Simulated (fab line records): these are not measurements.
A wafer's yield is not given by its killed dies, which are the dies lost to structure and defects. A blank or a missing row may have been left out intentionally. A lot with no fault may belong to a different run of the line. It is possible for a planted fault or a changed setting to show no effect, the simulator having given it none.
Code-filled problem report in 8D (eight disciplines) form :: flow gf180mcu :: the parts of the form that need people (team, actions taken, sign-off) are left out

== 1. THE PROBLEM ==
oes_product_au at GF_V3_ETCH_17 reads a mean of 0.906 a.u. on 1 wafer of 1 lot; wafers without a fault read 0.855 a.u. with a standard deviation of 0.0044. That puts it +12 standard deviations away from the usual mean.
The step: etches SiO2 in C4F8/O2/Ar, stops on TiN, target depth 635 nm.
The step gives no start for some of these wafers. The record holds 33 wafers of 11 lots with a number at this step. The rule behind "out" and "out of limits": a value lying over 4 standard deviations away from the usual mean. Any other wafer with a number is counted as sound.

== 2. WHAT THIS IS AND IS NOT ==
question: which readings at this step
is: oes_product_au
is not: -

question: which lots
is: L349
is not: L339, L340, L341, L343, L346, L347, L348, L357, L359, L361

question: which wafers of those lots
is: L349.3
is not: L349.2, L349.4

question: read on which tools
is: rie_diel-04
is not: rie_diel-02, rie_diel-03

== 3. WHAT RULES OUT EACH SUSPECT ==
Counting: any tool at a process step up to the reading remains a suspect provided it ran every lot that is out. Sound lots after the first of them don't rule it out here, since some wafers of a struck lot are sound.
- plasma_asher-03 at GF_V2_STRIP_18 (strips in O2/N2): kept. It ran the lot that is out, L349 (day 23 20:41); its last sound lot up to then is L347 (day 23 09:07).
- cmp-02 at GF_V3_CMP_04 (polishes SiO2): kept. It ran the lot that is out, L349 (day 24 20:59); its last sound lot up to then is L347 (day 24 09:38).
- rie_diel-04 at GF_V3_ETCH_17 (etches SiO2 in C4F8/O2/Ar, stops on TiN, target depth 635 nm): kept. It ran the lot that is out, L349 (day 25 19:32); its last sound lot up to then is L346 (day 24 18:25). On those wafers its own readings are out: oes_product_au. GF_V3_ETCH_17: start missing for some lots; hours and lot order therefore follow GF_V3_SPUTTER_22.
- At GF_V2_STRIP_18 on plasma_asher-03, chamber 0 took the sound wafers of the same lots and chamber 1 took the wafers that are out.
- Within cmp-02 at GF_V3_CMP_04: the wafers that are out ran in chamber 0; their sound lot-mates ran in chambers 2, 3.
- Within rie_diel-04 at GF_V3_ETCH_17: the wafers that are out ran in chamber 3; their sound lot-mates ran in chambers 0, 1.
Still standing after the count: plasma_asher-03 at GF_V2_STRIP_18, cmp-02 at GF_V3_CMP_04, rie_diel-04 at GF_V3_ETCH_17.

== 4. THE CAUSE (what the simulator had put in) ==
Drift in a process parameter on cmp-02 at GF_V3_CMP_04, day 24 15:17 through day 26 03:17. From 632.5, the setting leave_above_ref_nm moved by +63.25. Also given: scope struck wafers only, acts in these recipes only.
After counting, 3 suspects remain, this tool included.

== 5. THE CHAIN OF EFFECTS, in route order ==
One row per reading whose mean, taken over the struck wafers that have a number, lies over 3 standard deviations from the usual. Scope: only readings with a usual standard deviation given in the record; hours: median across lots of the time from each lot's start at the first step in this table that gives one to its start at this step; sigmas: change in usual standard deviations.
hours: 0
step: GF_V3_CMP_04
reading: time_to_endpoint_s
usual: 82 s
on struck wafers: 63
change: -19
sigmas: -3.6

hours: -
step: GF_V3_ETCH_17
reading: oes_product_au
usual: 0.855 a.u.
on struck wafers: 0.906
change: +0.051
sigmas: +12
Its process steps:
- GF_V3_CMP_04: polishes SiO2.
- GF_V3_ETCH_17: etches SiO2 in C4F8/O2/Ar, stops on TiN, target depth 635 nm.

== 6. HOW IT WOULD HAVE BEEN CAUGHT EARLIER ==
Tool readings at GF_V3_CMP_04 with a usual standard deviation given in the record: none out on any struck wafer, hence no alarm at a limit of 4 standard deviations on them.
